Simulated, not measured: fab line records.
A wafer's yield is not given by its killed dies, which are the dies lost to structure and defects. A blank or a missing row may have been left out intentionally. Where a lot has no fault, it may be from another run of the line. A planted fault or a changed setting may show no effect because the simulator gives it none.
Matching of chambers || flow gf180mcu || 3 sister chambers for GF_V2_CVD_00 on hdpcvd-01
The step deposits SiO2, target thk 600 nm, time 100 s. 3 wafers are shown with their chamber, then 7 later ones without.

EACH WAFER AND ITS CHAMBER
{"wafer": "L109.6", "chamber": 0, "pressure mtorr (mTorr)": 6.027}
{"wafer": "L113.1", "chamber": 2, "pressure mtorr (mTorr)": 6.001}
{"wafer": "L113.4", "chamber": 1, "pressure mtorr (mTorr)": 5.984}

WAFERS WHOSE CHAMBER IS MISSING
{"wafer": "L113.6", "pressure mtorr (mTorr)": 5.979}
{"wafer": "L116.3", "pressure mtorr (mTorr)": 6.004}
{"wafer": "L116.4", "pressure mtorr (mTorr)": 5.998}
{"wafer": "L116.5", "pressure mtorr (mTorr)": 5.984}
{"wafer": "L125.2", "pressure mtorr (mTorr)": 6.008}
{"wafer": "L125.4", "pressure mtorr (mTorr)": 6.009}
{"wafer": "L125.6", "pressure mtorr (mTorr)": 6.001}

EACH ONE'S CHAMBER
{"wafer": "L113.6", "from the rows above": 1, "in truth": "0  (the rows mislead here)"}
{"wafer": "L116.3", "from the rows above": 2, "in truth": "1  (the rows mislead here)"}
{"wafer": "L116.4", "from the rows above": 2, "in truth": 2}
{"wafer": "L116.5", "from the rows above": 1, "in truth": 1}
{"wafer": "L125.2", "from the rows above": 2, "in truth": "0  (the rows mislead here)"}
{"wafer": "L125.4", "from the rows above": 2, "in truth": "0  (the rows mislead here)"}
{"wafer": "L125.6", "from the rows above": 2, "in truth": 2}
Placed correctly: 3 of 7. Can't be placed from these rows: 0. 4 placed wrongly.
How it was worked out, from the rows above alone: a wafer's distance from a chamber is the root of the sum, over the readings, of the square of ((its reading less the chamber's mean) divided by the reading's scatter). The wafer belongs to the nearest chamber; if the next one is less than 2 further off, it can't be placed. A chamber's mean is the mean of its shown wafers. The scatter (one wafer shown for each chamber): square how far every hidden wafer sits from the nearest shown wafer, average those squares and take the square root.
